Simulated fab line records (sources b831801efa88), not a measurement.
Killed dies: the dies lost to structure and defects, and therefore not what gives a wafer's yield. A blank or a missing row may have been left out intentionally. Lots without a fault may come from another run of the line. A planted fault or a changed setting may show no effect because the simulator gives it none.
A lot that was struck, set against a sound lot || flow sky130 || 43 out of 708 route steps
Sound: these wafers, L329.2, L329.4, L329.5. Wafers struck: L344.1, L344.2, L344.6. The cause is named last.
For every step that has rows: the tool of each side, followed by ch and its chambers, followed by its first start. Under that, the readings that differ: sound wafers || struck wafers || difference of the means || sigmas: that difference in standard deviations of wafers without a fault.
alike: readings with means less than 2 such deviations apart, plus words and numbers identical on both sides. not compared: withheld readings, readings lacking a value on some wafer, bounds such as >300 that could conceal the same value, and numbers that have no deviation in the record and whose values overlap.
A row with sigmas, a row that says differs or no value, or rows on one side alone: a step with any of these is where the two part. Non-overlapping numbers with no deviation appear without sigmas and do not part them. Lack of a reading on every wafer of one side parts them only where that side has two or more wafers.

first, 5 steps without rows for these wafers: SKY_LDD_LDN_COAT_02 (resist thk 1140 nm); SKY_LDD_LDN_SOFTBAKE_03 (time 60 s); SKY_LDD_LDN_EXPOSE_04 (exposes mask LDNTM, target cd 700 nm); SKY_LDD_LDN_PEB_05; SKY_LDD_LDN_DEVELOP_06 (develop time 60 s).
SKY_LDD_LDN_OVL_MEAS_07:
  sound on overlay-01 at day 23 03:29; struck on overlay-01 at day 28 03:52
  alike: LDD_LDN_OVL
then, 4 steps without rows for these wafers: SKY_LDD_LDN_IMPLANT_08; SKY_LDD_LDN_IMPLANT_09; SKY_LDD_LDN_IMPLANT_10; SKY_LDD_LDN_IMPLANT_11.
SKY_LDD_LDN_STRIP_12: strips in O2/N2.
  sound on plasma_asher-03 ch 0,1, day 23 04:07; struck on plasma_asher-04 ch 0,1, day 28 04:29
  alike: drypump_motor_current_A, n2_flow_sccm, oes_product_au, strip_time_to_endpoint_s
  not compared: rf_hours_counter_h
SKY_LDD_LDN_TW_MEAS_13:
  sound on film_metro-01 at day 23 04:14; struck on film_metro-01 at day 28 04:35
  alike: LDD_LDN_TW
SKY_LDD_LDN_CLEAN_14: cleans in SC1/SC2, time 150 s.
  sound on wet_bench-04 ch 0, day 23 04:17; struck on wet_bench-01 ch 1, day 28 04:39
then, 1 step without rows for these wafers: SKY_SPACER_CVD_00 (deposits Si3N4 from DCS/NH3, target thk 43.1 nm, time 740 s).
SKY_SPACER_THK_MEAS_01:
  sound on film_metro-01 at day 23 05:33; struck on film_metro-03 at day 28 07:53
  alike: SPACER_CVD_00_THK
then, 9 steps without rows for these wafers: SKY_SPACER_ETCHBACK_02 (etches Si3N4 in CH3F/O2, stops on SiO2, time 46.7 s, target depth 45 nm); SKY_POLY_CUT_DEHYDRATE_00 (time 60 s); SKY_POLY_CUT_HMDS_01 (prime time 60 s); SKY_POLY_CUT_COAT_02 (resist thk 60 nm); SKY_POLY_CUT_COAT_03 (resist thk 450 nm); SKY_POLY_CUT_SOFTBAKE_04 (time 86.66 s); SKY_POLY_CUT_EXPOSE_05 (exposes mask NPCM, target cd 270 nm); SKY_POLY_CUT_PEB_06; SKY_POLY_CUT_DEVELOP_07 (develop time 60 s).
SKY_POLY_CUT_CD_MEAS_08 targets a cd of 270 nm.
  sound on cd_sem-01 at day 24 11:58; struck on cd_sem-02 at day 29 11:58
  alike: cd_nm
SKY_POLY_CUT_OVL_MEAS_09:
  sound on overlay-02 at day 24 12:04; struck on overlay-01 at day 29 12:05
  alike: POLY_CUT_OVL
SKY_POLY_CUT_ETCH_10: etches BARC in N2/H2, stops on SiO2, time 45.9 s, target depth 60 nm.
  sound on rie_diel-03 ch 0,2,3, day 24 12:05; struck on rie_diel-03 ch 1,2, day 29 12:07
  alike: drypump_motor_current_A, h2_flow_sccm, n2_flow_sccm, oes_product_au, throttle_valve_pct
  not compared: rf_hours_counter_h
SKY_POLY_CUT_ETCH_11: etches Si3N4 in CF4/CH2F2/Ar, stops on poly-Si, time 42.5 s, target depth 60 nm.
  sound on rie_diel-03 ch 0,2,3, day 24 12:08; struck on rie_diel-03 ch 1,2, day 29 12:10
  alike: drypump_motor_current_A, oes_product_au, throttle_valve_pct
  not compared: rf_hours_counter_h
SKY_POLY_CUT_STRIP_12: strips in O2/N2.
  sound on plasma_asher-04 ch 0, day 24 12:11; struck on plasma_asher-02 ch 0,1, day 29 12:12
  alike: drypump_motor_current_A, n2_flow_sccm, oes_product_au, strip_time_to_endpoint_s
  not compared: rf_hours_counter_h
then, 7 steps without rows for these wafers: SKY_SD_P_DEHYDRATE_00 (time 60 s); SKY_SD_P_HMDS_01 (prime time 60 s); SKY_SD_P_COAT_02 (resist thk 1140 nm); SKY_SD_P_SOFTBAKE_03 (time 60 s); SKY_SD_P_EXPOSE_04 (exposes mask PSDM, target cd 380 nm); SKY_SD_P_PEB_05; SKY_SD_P_DEVELOP_06 (develop time 60.8 s).
SKY_SD_P_CD_MEAS_07 targets a cd of 380 nm.
  sound on cd_sem-02 at day 25 18:00; struck on cd_sem-02 at day 30 16:04
  alike: cd_nm
SKY_SD_P_OVL_MEAS_08:
  sound on overlay-02 at day 25 18:06; struck on overlay-02 at day 30 16:11
  alike: SD_P_OVL
following that, these wafers have no rows for 1 step: SKY_SD_P_IMPLANT_09.
SKY_SD_P_STRIP_10: strips in O2/N2.
  sound on plasma_asher-02 ch 0,1, day 25 18:17; struck on plasma_asher-02 ch 0,1, day 30 16:23
  alike: drypump_motor_current_A, n2_flow_sccm, oes_product_au, strip_time_to_endpoint_s
  not compared: rf_hours_counter_h
SKY_SD_P_TW_MEAS_11:
  sound on film_metro-03 at day 25 18:23; struck on film_metro-04 at day 30 16:29
  alike: SD_P_TW
then, 1 step without rows for these wafers: SKY_RES_XHIGH_DEHYDRATE_00 (time 60 s).
-- the record jumps here: 19 days lie between the struck wafers' starts before and after (it left off in module RES_XHIGH and takes up again in module PAD_OPEN, whose first step shown is number 708 of the route) --
SKY_PAD_OPEN_PROBE_99:
  sound on prober-02 at day 46 01:29; struck on prober-01 at day 49 09:14
{"reading": "killed_at_front_end", "sound": "26 29 15", "struck": "60 53 58", "difference": "+34", "sigmas": "+8"}
{"reading": "killed_dies", "sound": "95 103 105", "struck": "122 123 125", "difference": "+22", "sigmas": "+3"}
{"reading": "killed_open", "sound": "56 60 60", "struck": "50 41 42", "difference": -14, "sigmas": -2}
  alike: killed_at_M0_to_M3, killed_at_M4_up, killed_at_contacts, killed_at_other, killed_on_rim, killed_short

## WHERE THEY PART
SKY_PAD_OPEN_PROBE_99 only, going by this record.

WHY: what had been put in by the simulator
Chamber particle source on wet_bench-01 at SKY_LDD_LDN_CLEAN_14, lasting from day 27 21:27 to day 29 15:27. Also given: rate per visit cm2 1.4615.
